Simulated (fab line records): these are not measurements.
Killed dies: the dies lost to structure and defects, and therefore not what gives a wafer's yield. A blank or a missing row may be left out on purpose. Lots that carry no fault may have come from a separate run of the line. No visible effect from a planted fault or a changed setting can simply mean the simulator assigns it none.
Chamber matching / flow sky130 / cmp-01 running SKY_CONTACT_CMP_04: 4 sister chambers
The step polishes SiO2. 4 wafers are shown with their chamber, then 8 later ones without.

== WAFERS WITH THEIR CHAMBER ==
wafer=L557.3; chamber=0; motor current A (A)=12.6
wafer=L566.3; chamber=1; motor current A (A)=11.5
wafer=L566.6; chamber=2; motor current A (A)=11.6
wafer=L567.1; chamber=3; motor current A (A)=11.6

== WAFERS WHOSE CHAMBER IS MISSING ==
wafer=L567.3; motor current A (A)=10.9
wafer=L567.5; motor current A (A)=12.1
wafer=L568.2; motor current A (A)=12.8
wafer=L568.3; motor current A (A)=11.1
wafer=L568.5; motor current A (A)=12.2
wafer=L569.1; motor current A (A)=11.7
wafer=L569.2; motor current A (A)=11.1
wafer=L569.3; motor current A (A)=12.4

== EACH ONE'S CHAMBER ==
wafer=L567.3; from the rows above=can't be placed: 1 or 2 or 3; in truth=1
wafer=L567.5; from the rows above=can't be placed: 0 or 2 or 3 or 1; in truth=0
wafer=L568.2; from the rows above=0; in truth=0
wafer=L568.3; from the rows above=can't be placed: 1 or 2 or 3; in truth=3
wafer=L568.5; from the rows above=can't be placed: 0 or 2 or 3 or 1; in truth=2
wafer=L569.1; from the rows above=can't be placed: 2 or 3 or 1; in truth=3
wafer=L569.2; from the rows above=can't be placed: 1 or 2 or 3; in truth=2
wafer=L569.3; from the rows above=can't be placed: 0 or 2 or 3 or 1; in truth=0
Correct placement for 1 of the 8. Unplaceable from these rows: 7, with the true chamber sitting among the candidates in 7. 0 placed wrongly.
How it was worked out, from the rows above alone: a wafer's distance from a chamber is the root of the sum, over the readings, of the square of ((its reading less the chamber's mean) divided by the reading's scatter). If the next closest chamber is less than 2 further off than the closest, the wafer can't be placed; otherwise it belongs to the closest. The mean given for a chamber averages the wafers shown for that chamber. The scatter: with one shown wafer a chamber, the root of the mean of the squares of how far each hidden wafer lies from its nearest shown one.
